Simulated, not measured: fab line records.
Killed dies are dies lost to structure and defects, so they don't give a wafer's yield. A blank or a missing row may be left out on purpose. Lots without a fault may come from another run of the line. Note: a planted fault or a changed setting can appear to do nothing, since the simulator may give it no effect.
The tool behind it: which one? :: flow gf180mcu :: 6 lots, 18 wafers sampled, at 3 steps of a route of 602

== WHAT THE GAUGES SHOWED, per wafer ==
GF_MVPSD_TW_MEAS_11.
lot: L521
measured: day 6 13:31
on: filmMetro-04
MVPSD_TW: 549.7 550.1 551.7

lot: L524
measured: day 7 00:51
on: filmMetro-02
MVPSD_TW: 551.5 550.1 556.9

lot: L526
measured: day 7 13:29
on: filmMetro-01
MVPSD_TW: 550.7 554.0 550.8

lot: L528
measured: day 7 23:51
on: filmMetro-04
MVPSD_TW: 556.7 550.5 552.3

lot: L531
measured: day 8 16:34
on: filmMetro-02
MVPSD_TW: 575.4 574.0 574.5

lot: L539
measured: day 10 17:28
on: filmMetro-02
MVPSD_TW: 554.2 551.5 552.5

== EACH LOT AND THE TOOL THAT RAN IT (in order: tool; ch and the chambers of the sampled wafers; start) ==
lot: L521
GF_NWELL_STRIP_10: plasmaAsher-04 ch 0,1, day 4 16:46
GF_MVPSD_IMPLANT_09: implanter-04 ch 0, day 6 13:18

lot: L524
GF_NWELL_STRIP_10: plasmaAsher-03 ch 0,1, day 5 04:32
GF_MVPSD_IMPLANT_09: implanter-03 ch 0, day 7 00:36

lot: L526
GF_NWELL_STRIP_10: plasmaAsher-03 ch 0,1, day 5 15:00
GF_MVPSD_IMPLANT_09: implanter-03 ch 0, day 7 13:12

lot: L528
GF_NWELL_STRIP_10: plasmaAsher-04 ch 0,1, day 6 00:14
GF_MVPSD_IMPLANT_09: implanter-02 ch 0, day 7 23:36

lot: L531
GF_NWELL_STRIP_10: plasmaAsher-02 ch 0,1, day 6 15:58
GF_MVPSD_IMPLANT_09: implanter-03 ch 0, day 8 16:20

lot: L539
GF_NWELL_STRIP_10: plasmaAsher-03 ch 0,1, day 8 12:11
GF_MVPSD_IMPLANT_09: implanter-04 ch 0, day 10 17:13
- GF_NWELL_STRIP_10: strips in O2/N2.
- GF_MVPSD_IMPLANT_09

== THE ANSWER, worked out from the rows above alone ==
Rule: usual is defined by the lots themselves. Put in order of their means at a reading, lots are off if they are a third of the lots or fewer, leave a main group of 4 or more, and stand apart from it by a gap of 3 or more times the standard deviation of the main group's means; of several such gaps the widest counts. If all means in a main group match to the digits the tables above print for the reading, that group is not used. A lot without any number at a reading at which 4 lots or more have one is off too. The other lots that the step has rows for count as sound.
Off: L531, seen at GF_MVPSD_TW_MEAS_11 (MVPSD_TW). Main group: mean 552.2, sd 0.96.
If a tool, at a process step before that reading, ran all the lots that are off and no sound lot after the first of them, it fits. Those tools and the gauges at GF_MVPSD_TW_MEAS_11 are tried in the same way. This does not decide it: 2 tools fit, namely plasmaAsher-02 at GF_NWELL_STRIP_10 and implanter-03 at GF_MVPSD_IMPLANT_09.

== WHAT WAS PUT IN BY THE SIMULATOR ==
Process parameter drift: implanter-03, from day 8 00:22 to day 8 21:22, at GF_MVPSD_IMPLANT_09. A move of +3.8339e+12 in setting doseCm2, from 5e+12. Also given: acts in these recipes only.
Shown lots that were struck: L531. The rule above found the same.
